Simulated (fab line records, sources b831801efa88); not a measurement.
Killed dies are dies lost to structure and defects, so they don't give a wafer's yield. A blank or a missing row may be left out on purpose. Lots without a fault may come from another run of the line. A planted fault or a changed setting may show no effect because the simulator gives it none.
A struck lot beside a sound one | flow sky130 | 14 steps out of a route of 708
Sound: wafers L478.1, L478.2, L478.5. Struck: wafers L482.4, L482.5, L482.6. The cause comes at the end.
At each step with rows: each side's tool, then ch and its chambers, then its first start. Under that, the readings that differ: sound wafers | struck wafers | difference of the means | sigmas: that difference in standard deviations of wafers without a fault.
alike: readings whose means differ by less than 2 such deviations, and words and numbers that are the same on both sides. not compared: withheld readings, readings that some wafer has no value for, bounds like >300 that may hide the same value, and numbers for which the record gives no deviation and whose values overlap.
The two part at a step that has a row with sigmas, a row that says differs or no value, or rows on one side only. Numbers that don't overlap but have no deviation are shown without sigmas and don't part them. A reading that every wafer of one side lacks parts them only if that side has two wafers or more.

first, 1 step without rows for these wafers: SKY_LDD_P_DEVELOP_06 (develop time 60 s).
SKY_LDD_P_CD_MEAS_07: target cd 380 nm.
  sound on cd_sem-01, day 19 04:45; struck on cd_sem-01, day 20 09:37
  alike: cd_nm
SKY_LDD_P_OVL_MEAS_08:
  sound on overlay-02, day 19 04:52; struck on overlay-01, day 20 09:41
  alike: LDD_P_OVL
then, 1 step without rows for these wafers: SKY_LDD_P_IMPLANT_09.
SKY_LDD_P_STRIP_10: strips in O2/N2.
  sound on plasma_asher-04 ch 0,1, day 19 05:03; struck on plasma_asher-04 ch 0,1, day 20 09:54
  alike: drypump_motor_current_A, oes_product_au, strip_time_to_endpoint_s
  not compared: rf_hours_counter_h
SKY_LDD_P_TW_MEAS_11:
  sound on film_metro-01, day 19 05:09; struck on film_metro-01, day 20 09:59
  alike: LDD_P_TW
then, 6 steps without rows for these wafers: SKY_LDD_HVN_DEHYDRATE_00 (time 60 s); SKY_LDD_HVN_HMDS_01 (prime time 60 s); SKY_LDD_HVN_COAT_02 (resist thk 300 nm); SKY_LDD_HVN_SOFTBAKE_03 (time 60 s); SKY_LDD_HVN_EXPOSE_04 (exposes mask HVNTM, target cd 700 nm); SKY_LDD_HVN_PEB_05.
SKY_LDD_HVN_DEVELOP_06: develop time 60 s.
  sound on litho_track-04 ch 0, day 20 11:33; struck on litho_track-01, day 21 16:09
  no value came back on the struck wafers for chill_plate_temp_C (C), develop_time_s (s), developer_temp_C (C); on the sound wafers chill_plate_temp_C (C) reads 22.97 22.99 22.91
SKY_LDD_HVN_OVL_MEAS_07:
  sound on overlay-02, day 20 11:42; struck on overlay-02, day 21 16:15
  reading          | sound          | struck | difference                    | sigmas
  LDD_HVN_OVL (nm) | -3.0 -2.7 -3.6 | - - -  | no value on the struck wafers |

WHERE THEY PART
First at SKY_LDD_HVN_DEVELOP_06; last, within this record, at SKY_LDD_HVN_OVL_MEAS_07.

WHY: what the simulator had put in
Skipped step whole: litho_track-01, from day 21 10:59 on, at SKY_LDD_HVN_DEVELOP_06. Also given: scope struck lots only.
